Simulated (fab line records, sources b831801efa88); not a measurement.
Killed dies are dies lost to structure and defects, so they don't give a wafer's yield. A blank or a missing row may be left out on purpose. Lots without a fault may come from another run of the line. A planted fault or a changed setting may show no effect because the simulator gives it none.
Which tool did it? | flow gf180mcu | 13 lots, 39 wafers sampled, at 4 steps of a route of 602

WHAT THE GAUGES READ, wafer by wafer
GF_PASSIVATION_BOW_MEAS_14. Usual: PASSIVATION_BOW 134 um, standard deviation 9.3.
lot  | measured     | on            | PASSIVATION_BOW (um) | flag
L244 | day 29 21:46 | film_metro-04 | 126 121 130          |
L245 | day 30 06:03 | film_metro-01 | 134 133 126          |
L249 | day 31 13:24 | film_metro-02 | 120 129 135          |
L250 | day 31 15:19 | film_metro-02 | 142 132 142          |
L255 | day 32 18:47 | film_metro-01 | 148 134 135          |
L256 | day 32 23:20 | film_metro-01 | 140 143 143          |
L258 | day 33 16:33 | film_metro-01 | 131 119 123          |
L259 | day 34 02:14 | film_metro-01 | 130 138 143          |
L260 | day 34 02:35 | film_metro-01 | 125 112 129          |
L261 | day 34 09:47 | film_metro-02 | 125 118 139          |
L265 | day 35 09:08 | film_metro-04 | 119 125 125          |
L266 | day 35 12:14 | film_metro-01 | 134 146 143          |
L267 | day 35 15:02 | film_metro-04 | 136 134 140          |

WHICH TOOL RAN EACH LOT (tool, then ch and the chambers of the sampled wafers, then the start)
lot  | GF_MVSD_STRIP_10                     | GF_TOP_METAL_SPUTTER_02      | GF_PASSIVATION_CVD_02
L244 | plasma_asher-03 ch 0,1, day 4 13:32  | pvd_sputter-04, day 28 03:48 | pecvd-04 ch 0,1,2, day 29 00:32
L245 | plasma_asher-02 ch 0,1, day 4 18:23  | pvd_sputter-02, day 28 11:39 | pecvd-02 ch 0,2, day 29 08:47
L249 | plasma_asher-03 ch 1, day 5 18:55    | pvd_sputter-03, day 29 20:35 | pecvd-04 ch 0,1, day 30 16:57
L250 | plasma_asher-02 ch 0,1, day 6 01:16  | pvd_sputter-03, day 30 00:13 | pecvd-04 ch 0,1, day 30 19:32
L255 | plasma_asher-02 ch 0,1, day 7 03:43  | pvd_sputter-03, day 31 04:43 | pecvd-02 ch 0,1, day 31 23:28
L256 | plasma_asher-01 ch 0,1, day 7 09:13  | pvd_sputter-04, day 31 09:50 | pecvd-01 ch 0,1, day 32 04:04
L258 | plasma_asher-03 ch 0,1, day 8 02:09  | pvd_sputter-02, day 32 04:04 | pecvd-02 ch 1,2, day 32 22:08
L259 | plasma_asher-03 ch 1, day 8 10:29    | pvd_sputter-03, day 32 14:56 | pecvd-04 ch 0,2, day 33 08:41
L260 | plasma_asher-01 ch 0,1, day 8 14:53  | pvd_sputter-02, day 32 15:14 | pecvd-02 ch 1,2, day 33 08:48
L261 | plasma_asher-01 ch 0, day 8 16:31    | pvd_sputter-03, day 32 22:29 | pecvd-04 ch 0,1,2, day 33 15:51
L265 | plasma_asher-01 ch 0,1, day 9 20:00  | pvd_sputter-02, day 33 23:47 | pecvd-01 ch 0,1, day 34 16:40
L266 | plasma_asher-01 ch 1, day 10 00:37   | pvd_sputter-04, day 34 02:05 | pecvd-04 ch 1,2, day 34 19:05
L267 | plasma_asher-03 ch 0,1, day 10 05:47 | pvd_sputter-04, day 34 06:28 | pecvd-02 ch 0,1,2, day 34 22:50
- GF_MVSD_STRIP_10: strips in O2/N2.
- GF_TOP_METAL_SPUTTER_02: material AlCu, target thk 900 nm, time 47.82 s.
- GF_PASSIVATION_CVD_02: deposits Si3N4, target thk 700 nm, time 486.18 s.

WHAT THE TOOLS THEMSELVES READ (means of the sampled wafers that have a number; where no wafer has one, the mark that the record gives instead)
GF_MVSD_STRIP_10. Usual: drypump_motor_current_A 5.7 A, standard deviation 0.43; heater_power_w 316 W, standard deviation 23; oes_product_au 0.723 a.u., standard deviation 0.0045; strip_time_to_endpoint_s 37.01 s, standard deviation 0.098.
lot  | tool            | drypump_motor_current_A (A) | heater_power_w (W) | oes_product_au (a.u.) | strip_time_to_endpoint_s (s) | flag
L244 | plasma_asher-03 | 5.6                         | 285                | 0.723                 | 36.99                        |
L245 | plasma_asher-02 | 5.7                         | 338                | 0.724                 | 37.01                        |
L249 | plasma_asher-03 | 5.7                         | 303                | 0.724                 | 36.90                        |
L250 | plasma_asher-02 | 5.8                         | 338                | 0.722                 | 36.93                        |
L255 | plasma_asher-02 | 5.8                         | 339                | 0.727                 | 37.06                        |
L256 | plasma_asher-01 | 5.6                         | 325                | 0.720                 | 37.04                        |
L258 | plasma_asher-03 | 5.6                         | 292                | 0.724                 | 37.09                        |
L259 | plasma_asher-03 | 5.7                         | 297                | 0.720                 | 37.07                        |
L260 | plasma_asher-01 | 6.1                         | 319                | 0.725                 | 37.01                        |
L261 | plasma_asher-01 | 5.1                         | 341                | 0.723                 | 37.02                        |
L265 | plasma_asher-01 | 6.1                         | 317                | 0.727                 | 37.02                        |
L266 | plasma_asher-01 | 6.5                         | 305                | 0.722                 | 37.04                        |
L267 | plasma_asher-03 | 5.7                         | 290                | 0.724                 | 37.18                        |

GF_TOP_METAL_SPUTTER_02. Usual: chamber_pressure_pa 0.3000 Pa, standard deviation 0.00064; throttle_valve_pct 29.6 %, standard deviation 0.83.
lot  | tool           | chamber_pressure_pa (Pa) | throttle_valve_pct (%) | flag
L244 | pvd_sputter-04 | 0.3002                   | 30.0                   |
L245 | pvd_sputter-02 | 0.2999                   | 30.1                   |
L249 | pvd_sputter-03 | 0.3004                   | 28.8                   |
L250 | pvd_sputter-03 | 0.3004                   | 28.7                   |
L255 | pvd_sputter-03 | 0.2998                   | 29.0                   |
L256 | pvd_sputter-04 | 0.3004                   | 29.3                   |
L258 | pvd_sputter-02 | 0.3001                   | 30.7                   |
L259 | pvd_sputter-03 | 0.3008                   | 29.2                   |
L260 | pvd_sputter-02 | 0.3003                   | 30.6                   |
L261 | pvd_sputter-03 | 0.3005                   | 29.1                   |
L265 | pvd_sputter-02 | 0.2993                   | 30.6                   |
L266 | pvd_sputter-04 | 0.2998                   | 30.3                   |
L267 | pvd_sputter-04 | 0.3002                   | 29.8                   |

GF_PASSIVATION_CVD_02. Usual: heater_power_w 672 W, standard deviation 74.
lot  | tool     | heater_power_w (W) | flag
L244 | pecvd-04 | 669                |
L245 | pecvd-02 | 633                |
L249 | pecvd-04 | 692                |
L250 | pecvd-04 | 710                |
L255 | pecvd-02 | 615                |
L256 | pecvd-01 | 676                |
L258 | pecvd-02 | 670                |
L259 | pecvd-04 | 677                |
L260 | pecvd-02 | 629                |
L261 | pecvd-04 | 652                |
L265 | pecvd-01 | 731                |
L266 | pecvd-04 | 687                |
L267 | pecvd-02 | 594                |

THE ANSWER, worked out from the rows above alone
Rule: a lot is off if the mean of its wafers that have a number lies more than 3 standard deviations from the usual mean. A lot without any number at a reading at which 4 lots or more have one is off too. The other lots that the step has rows for count as sound. The gauges are gone through in route order, then the tools' own readings, and for those a lot's mean is taken as printed above. The first step at which some lot is off is used, and at that step the reading that is off furthest; a lot without a number counts as furthest.
No lot is off at any reading shown: from this, nothing can be told.

WHAT THE SIMULATOR HAD PUT IN
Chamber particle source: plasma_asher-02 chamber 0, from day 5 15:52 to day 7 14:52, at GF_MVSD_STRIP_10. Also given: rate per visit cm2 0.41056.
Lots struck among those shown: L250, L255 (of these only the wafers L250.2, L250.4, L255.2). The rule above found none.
